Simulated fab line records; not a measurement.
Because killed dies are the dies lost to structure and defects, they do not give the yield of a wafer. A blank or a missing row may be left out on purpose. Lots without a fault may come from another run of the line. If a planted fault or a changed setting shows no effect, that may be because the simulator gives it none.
Split-lot study | flow sky130 | 23 wafers read from 5 lots, route of 708 steps

== THE SPLIT ==
At SKY_CONTACT_HDPCVD_02 (deposits SiO2, target thk 565 nm, time 94.2 s), the setting sih4FlowSccm was moved away from the recipe's 60 sccm on 4 of the 23 wafers read, by -4.8% to -4.4%. This setting was run at the recipe's value on the other wafers.

The file shows no step between the split and the reading.

== THE READING ==
CONTACT_HDPCVD_THK, in nm, at SKY_CONTACT_THK_MEAS_03. A value of 567 nm with a standard deviation of 6 nm is what fault-free wafers of this fab line usually give.

wafer  | tool, chamber at the split | sih4FlowSccm as run, sccm | against the recipe | CONTACT_HDPCVD_THK, nm | against lot-mates on the recipe
L077.1 | hdpcvd-01, 1               | 57.37                     | -4.4%              | 545                    | -28
L077.2 | hdpcvd-01, 2               | 60                        | recipe             | 569                    | -
L077.3 | hdpcvd-01, 0               | 60                        | recipe             | 572                    | -
L077.4 | hdpcvd-01, 0               | 57.37                     | -4.4%              | 547                    | -26
L077.6 | hdpcvd-01, 1               | 60                        | recipe             | 579                    | -
L074.1 | hdpcvd-02, 1               | 60                        | recipe             | 565                    | -
L074.4 | hdpcvd-02, 2               | 60                        | recipe             | 565                    | -
L074.5 | hdpcvd-02, 1               | 60                        | recipe             | 563                    | -
L078.1 | hdpcvd-02, 2               | 60                        | recipe             | 564                    | -
L078.2 | hdpcvd-02, 1               | 60                        | recipe             | 554                    | -
L078.3 | hdpcvd-02, 1               | 57.12                     | -4.8%              | 534                    | -27
L078.4 | hdpcvd-02, 2               | 60                        | recipe             | 566                    | -
L078.5 | hdpcvd-02, 2               | 57.12                     | -4.8%              | 533                    | -28
L082.1 | hdpcvd-02, 2               | 60                        | recipe             | 563                    | -
L082.2 | hdpcvd-02, 0               | 60                        | recipe             | 574                    | -
L082.3 | hdpcvd-02, 1               | 60                        | recipe             | 565                    | -
L082.4 | hdpcvd-02, 0               | 60                        | recipe             | 568                    | -
L082.5 | hdpcvd-02, 2               | 60                        | recipe             | 569                    | -
L083.1 | hdpcvd-01, 2               | 60                        | recipe             | 568                    | -
L083.2 | hdpcvd-01, 0               | 60                        | recipe             | 565                    | -
L083.4 | hdpcvd-01, 2               | 60                        | recipe             | 568                    | -
L083.5 | hdpcvd-01, 0               | 60                        | recipe             | 562                    | -
L083.6 | hdpcvd-01, 1               | 60                        | recipe             | 574                    | -

FIT RESULTS
A straight line over all 23 wafers: CONTACT_HDPCVD_THK changes by +5.99 nm for each +1% of sih4FlowSccm; r = +0.89; the points scatter about the line by 5.5 nm.
The same after taking each lot's own level away (the mean of its wafers on the recipe; 23 wafers): +6 nm for each +1%; r = +0.95; scatter 3.7 nm.
That fit puts the effect of the largest move of sih4FlowSccm on the reading at 29 nm.
From 561.3 to 573.3 nm: that is the span of the lots' own levels, equal to 2.0 times the standard deviation above.
Hence the lot-to-lot level has little effect on the slope; both slopes agree.
Check: for one of the wafers moved furthest among these (-4.8%), held out of the fit, the line's prediction against its lot-mates is -29.3 nm. Against them it came out at -27.3 nm.

== ADDITIONAL SPLITS CARRIED BY THESE WAFERS ==
Other splits were also applied to these wafers ahead of the reading. Each is held against what the fit with the lots' levels taken away leaves over:
other split on the same wafers             | wafers away from the commonest value | r with CONTACT_HDPCVD_THK (lot level and that fit taken away)
SKY_SD_N_IMPLANT_09 energyKev              | 10                                   | +0.13
SKY_SALICIDE_CLEAN_00 timeS                | 15                                   | -0.01
SKY_LI_CONTACT_CMP_02 leaveAboveRefNm      | 7                                    | +0.18
SKY_LI_CONTACT_EXPOSE_09 doseMj            | 6                                    | +0.04
SKY_LI_CONTACT_SPUTTER_19 timeS            | 10                                   | +0.15
SKY_LOCAL_INTERCONNECT_COAT_05 resistThkNm | 8                                    | -0.14
SKY_LOCAL_INTERCONNECT_ETCH_13 biasW       | 5                                    | -0.31

== THE WHOLE CHAIN: every reading that the file lists as answering this split, in the file's order ==
step                    | what it does                                  | reading                                                                          | change (the file's fit)              | r (the file's)
SKY_CONTACT_HDPCVD_02   | deposits SiO2, target thk 565 nm, time 94.2 s | SiO2_of_CONTACT_HDPCVD_02.thkNm (the simulator's own value, which no gauge read) | +6.02 nm for each +1% of the setting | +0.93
SKY_CONTACT_THK_MEAS_03 |                                               | CONTACT_HDPCVD_THK                                                               | +6.04 for each +1% of the setting    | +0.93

== THE FILE'S OWN FIT ==
CONTACT_HDPCVD_THK changes by +6.04 nm for each +1% of sih4FlowSccm, r = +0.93.
